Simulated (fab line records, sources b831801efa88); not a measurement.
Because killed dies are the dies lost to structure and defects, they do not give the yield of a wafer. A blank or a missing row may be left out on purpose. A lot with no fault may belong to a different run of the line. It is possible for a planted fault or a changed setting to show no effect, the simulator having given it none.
Chamber matching / flow sky130 / SKY_PAD_OPEN_ETCH_07 on rie diel-02: 4 sister chambers
The step etches the open film in CF4/O2, stops on AlCu, target depth 725 nm, time 161.1 s. 14 wafers are shown with their chamber, then 7 later ones without.

== WAFERS WITH THEIR CHAMBER ==
wafer=L079.1; chamber=0; drypump motor current A (A)=5.6; throttle valve pct (%)=5.958; oes product au (a.u.)=0.985
wafer=L079.3; chamber=3; drypump motor current A (A)=5.8; throttle valve pct (%)=5.967; oes product au (a.u.)=0.972
wafer=L079.5; chamber=2; drypump motor current A (A)=5.8; throttle valve pct (%)=5.970; oes product au (a.u.)=0.974
wafer=L082.1; chamber=1; drypump motor current A (A)=4.9; throttle valve pct (%)=5.975; oes product au (a.u.)=0.989
wafer=L082.3; chamber=0; drypump motor current A (A)=5.7; throttle valve pct (%)=5.959; oes product au (a.u.)=0.982
wafer=L082.6; chamber=2; drypump motor current A (A)=5.8; throttle valve pct (%)=5.965; oes product au (a.u.)=0.984
wafer=L085.1; chamber=0; drypump motor current A (A)=5.7; throttle valve pct (%)=5.935; oes product au (a.u.)=0.966
wafer=L085.2; chamber=1; drypump motor current A (A)=4.9; throttle valve pct (%)=5.963; oes product au (a.u.)=0.962
wafer=L085.3; chamber=2; drypump motor current A (A)=5.8; throttle valve pct (%)=5.963; oes product au (a.u.)=0.975
wafer=L089.1; chamber=1; drypump motor current A (A)=5.0; throttle valve pct (%)=5.980; oes product au (a.u.)=0.985
wafer=L089.2; chamber=0; drypump motor current A (A)=5.7; throttle valve pct (%)=5.962; oes product au (a.u.)=0.992
wafer=L089.4; chamber=1; drypump motor current A (A)=4.9; throttle valve pct (%)=5.967; oes product au (a.u.)=0.988
wafer=L091.1; chamber=3; drypump motor current A (A)=5.8; throttle valve pct (%)=5.967; oes product au (a.u.)=0.968
wafer=L091.2; chamber=1; drypump motor current A (A)=5.0; throttle valve pct (%)=5.955; oes product au (a.u.)=0.976

SIGNATURES (means of the wafers above)
reading=drypump motor current A; chamber 0=5.675; chamber 1=4.940; chamber 2=5.800; chamber 3=5.800; scatter within a chamber=0.0442
reading=throttle valve pct; chamber 0=5.95350; chamber 1=5.96800; chamber 2=5.96600; chamber 3=5.96700; scatter within a chamber=0.00938
reading=oes product au; chamber 0=0.98125; chamber 1=0.98000; chamber 2=0.97767; chamber 3=0.97000; scatter within a chamber=0.0097
Rule: for a wafer and a chamber, the distance is found by dividing, reading by reading, the gap between the wafer's reading and the chamber's mean by the reading's scatter, squaring, summing and taking the root. The wafer belongs to the nearest chamber; if the next one is less than 2 further off, it can't be placed. How the scatter is found: for the shown wafers, subtract from each reading the mean of its chamber, square and add these, divide the total by (wafers less chambers), then take the root.

== WAFERS WHOSE CHAMBER IS MISSING ==
wafer=L091.3; drypump motor current A (A)=5.8; throttle valve pct (%)=5.961; oes product au (a.u.)=0.975
wafer=L091.4; drypump motor current A (A)=5.7; throttle valve pct (%)=5.972; oes product au (a.u.)=0.992
wafer=L091.5; drypump motor current A (A)=5.8; throttle valve pct (%)=5.983; oes product au (a.u.)=0.981
wafer=L091.6; drypump motor current A (A)=5.8; throttle valve pct (%)=5.973; oes product au (a.u.)=0.976
wafer=L096.2; drypump motor current A (A)=5.0; throttle valve pct (%)=5.952; oes product au (a.u.)=0.971
wafer=L096.4; drypump motor current A (A)=5.8; throttle valve pct (%)=5.954; oes product au (a.u.)=0.980
wafer=L096.6; drypump motor current A (A)=5.6; throttle valve pct (%)=5.968; oes product au (a.u.)=0.981

== EACH ONE'S CHAMBER ==
wafer=L091.3; from the rows above=can't be placed: 2 or 3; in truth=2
wafer=L091.4; from the rows above=can't be placed: 0 or 2 or 3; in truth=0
wafer=L091.5; from the rows above=can't be placed: 2 or 3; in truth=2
wafer=L091.6; from the rows above=can't be placed: 2 or 3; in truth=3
wafer=L096.2; from the rows above=1; in truth=1
wafer=L096.4; from the rows above=can't be placed: 2 or 3 or 0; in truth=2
wafer=L096.6; from the rows above=0; in truth=0
Correctly placed: 2 of 7. Not placeable from these rows: 5 (in 5, the candidates include the true chamber). Wrongly placed: 0.
